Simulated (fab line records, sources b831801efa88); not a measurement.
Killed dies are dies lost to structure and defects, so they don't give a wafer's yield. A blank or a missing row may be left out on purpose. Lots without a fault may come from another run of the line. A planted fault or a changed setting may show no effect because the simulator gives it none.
Which tool did it? | flow gf180mcu | 11 lots, 33 wafers sampled, at 5 steps of a route of 602

WHAT THE GAUGES READ, wafer by wafer
GF_V4_THK_MEAS_03.
lot  | measured     | on            | V4_CVD_02_THK (nm)
L858 | day 24 00:31 | film_metro-04 | 841 853 858
L859 | day 24 06:22 | film_metro-03 | 842 844 861
L862 | day 25 16:02 | film_metro-02 | 848 861 861
L866 | day 26 23:42 | film_metro-04 | 1462 1492 1497
L867 | day 27 16:12 | film_metro-04 | 866 861 864
L868 | day 27 16:38 | film_metro-04 | 1488 1489 1483
L869 | day 28 03:29 | film_metro-03 | 832 862 863
L873 | day 29 03:58 | film_metro-02 | 843 867 861
L875 | day 29 19:07 | film_metro-04 | 848 857 852
L877 | day 30 02:18 | film_metro-03 | 837 854 845
L879 | day 30 11:51 | film_metro-03 | 846 864 859

GF_V4_OVL_MEAS_15.
lot  | measured     | on         | V4_OVL (nm)
L858 | day 24 22:50 | overlay-02 | -9 -2 -3
L859 | day 25 03:46 | overlay-02 | -8 -4 5
L862 | day 26 12:58 | overlay-01 | 3 2 0
L866 | day 27 19:40 | overlay-02 | -7 3 0
L867 | day 28 11:31 | overlay-01 | -2 7 2
L868 | day 28 13:13 | overlay-01 | 1 6 2
L869 | day 28 23:04 | overlay-01 | 0 1 -3
L873 | day 29 22:58 | overlay-01 | 5 0 4
L875 | day 30 14:22 | overlay-01 | -7 -4 0
L877 | day 30 21:33 | overlay-01 | -2 1 2
L879 | day 31 06:19 | overlay-01 | -5 2 1

WHICH TOOL RAN EACH LOT (tool, then ch and the chambers of the sampled wafers, then the start)
lot  | GF_V3_STRIP_18                       | GF_V4_CVD_02                    | GF_V4_CMP_04
L858 | plasma_asher-04 ch 0,1, day 22 23:46 | pecvd-02 ch 1,2, day 24 00:27   | cmp-01 ch 1,2, day 24 00:35
L859 | plasma_asher-04 ch 0,1, day 23 05:25 | pecvd-01 ch 1,2, day 24 06:18   | cmp-01 ch 0,1,2, day 24 06:26
L862 | plasma_asher-04 ch 0, day 24 16:34   | pecvd-02 ch 0,1, day 25 15:58   | cmp-02 ch 1,2,3, day 25 16:05
L866 | plasma_asher-03 ch 0, day 26 01:04   | pecvd-02 ch 0,1, day 26 23:38   | cmp-01 ch 0,3, day 26 23:49
L867 | plasma_asher-02 ch 0,1, day 26 16:44 | pecvd-04 ch 0,1,2, day 27 16:08 | cmp-01 ch 1,2, day 27 16:14
L868 | plasma_asher-04 ch 0,1, day 26 18:03 | pecvd-02 ch 0,1,2, day 27 16:34 | cmp-01 ch 0,1,2, day 27 16:59
L869 | plasma_asher-04 ch 0,1, day 27 05:07 | pecvd-04 ch 0,1,2, day 28 03:25 | cmp-02 ch 1,2,3, day 28 03:41
L873 | plasma_asher-04 ch 0,1, day 28 06:15 | pecvd-04 ch 0,2, day 29 03:52   | cmp-02 ch 0,2,3, day 29 04:06
L875 | plasma_asher-02 ch 0,1, day 28 22:01 | pecvd-04 ch 0,1,2, day 29 19:02 | cmp-01 ch 0,1,3, day 29 19:16
L877 | plasma_asher-04 ch 0,1, day 29 05:25 | pecvd-02 ch 1,2, day 30 02:14   | cmp-01 ch 0,1,2, day 30 02:44
L879 | plasma_asher-04 ch 0,1, day 29 15:24 | pecvd-02 ch 0,1, day 30 11:46   | cmp-01 ch 2,3, day 30 11:53
- GF_V3_STRIP_18: strips in O2/N2.
- GF_V4_CVD_02: deposits SiO2 from TEOS, target thk 850 nm, time 94.851 s.
- GF_V4_CMP_04: polishes SiO2.

WHAT THE TOOLS THEMSELVES READ (means of the sampled wafers that have a number; where no wafer has one, the mark that the record gives instead)
GF_V3_STRIP_18.
lot  | tool            | drypump_motor_current_A (A) | heater_power_w (W) | oes_product_au (a.u.)
L858 | plasma_asher-04 | 6.0                         | 317                | 0.596
L859 | plasma_asher-04 | 6.0                         | 311                | 0.589
L862 | plasma_asher-04 | 5.0                         | 279                | 0.590
L866 | plasma_asher-03 | 4.9                         | 333                | 0.589
L867 | plasma_asher-02 | 5.5                         | 318                | 0.590
L868 | plasma_asher-04 | 6.0                         | 319                | 0.583
L869 | plasma_asher-04 | 5.5                         | 301                | 0.587
L873 | plasma_asher-04 | 6.0                         | 320                | 0.590
L875 | plasma_asher-02 | 5.3                         | 319                | 0.588
L877 | plasma_asher-04 | 6.0                         | 319                | 0.599
L879 | plasma_asher-04 | 6.0                         | 318                | 0.597

GF_V4_CVD_02.
lot  | tool     | heater_power_w (W) | rf_fwd_power_W (W) | susceptor_temp_C (C)
L858 | pecvd-02 | 801                | 596.9              | 400.24
L859 | pecvd-01 | 710                | 596.0              | 400.19
L862 | pecvd-02 | 693                | 594.0              | 399.89
L866 | pecvd-02 | 802                | 593.8              | 399.98
L867 | pecvd-04 | 554                | 594.3              | 399.99
L868 | pecvd-02 | 738                | 595.8              | 400.08
L869 | pecvd-04 | 558                | 597.6              | 400.11
L873 | pecvd-04 | 559                | 596.3              | 400.07
L875 | pecvd-04 | 593                | 597.0              | 400.08
L877 | pecvd-02 | 813                | 596.7              | 400.04
L879 | pecvd-02 | 839                | 597.8              | 399.84

GF_V4_CMP_04.
lot  | tool   | edge_zone_pressure_frac | motor_current_A (A) | time_to_endpoint_s (s)
L858 | cmp-01 | 1.003                   | 11.9                | 89
L859 | cmp-01 | 1.004                   | 12.5                | 91
L862 | cmp-02 | 0.995                   | 12.6                | 81
L866 | cmp-01 | 1.002                   | 12.9                | 303
L867 | cmp-01 | 1.005                   | 11.8                | 85
L868 | cmp-01 | 1.000                   | 12.1                | 320
L869 | cmp-02 | 1.005                   | 12.9                | 83
L873 | cmp-02 | 0.996                   | 11.4                | 87
L875 | cmp-01 | 0.995                   | 12.5                | 84
L877 | cmp-01 | 1.000                   | 11.9                | 86
L879 | cmp-01 | 1.002                   | 12.9                | 84

THE ANSWER, worked out from the rows above alone
Rule: what is usual is taken from the lots themselves. Put in order of their means at a reading, lots are off if they are a third of the lots or fewer, leave a main group of 4 or more, and stand apart from it by a gap of 3 or more times the standard deviation of the main group's means; of several such gaps the widest counts. A main group whose means are all the same, to the digits that the tables above print for the reading, isn't used. A lot without any number at a reading at which 4 lots or more have one is off too. The other lots that the step has rows for count as sound. The gauges are gone through in route order, then the tools' own readings, and for those a lot's mean is taken as printed above. The first step at which some lot is off is used, and at that step the reading that is off furthest; a lot without a number counts as furthest.
Off: L866, L868, at GF_V4_THK_MEAS_03 (V4_CVD_02_THK). The main group: mean 854 nm, standard deviation 5.1.
A tool fits if, at a process step before that reading, it ran every lot that is off, and no sound lot after the first of them. The gauges at GF_V4_THK_MEAS_03 aren't tried: what is off there is off at GF_V4_CMP_04 too, on other tools, and a gauge's error can't cause that. None of those tried fits.

WHAT THE SIMULATOR HAD PUT IN
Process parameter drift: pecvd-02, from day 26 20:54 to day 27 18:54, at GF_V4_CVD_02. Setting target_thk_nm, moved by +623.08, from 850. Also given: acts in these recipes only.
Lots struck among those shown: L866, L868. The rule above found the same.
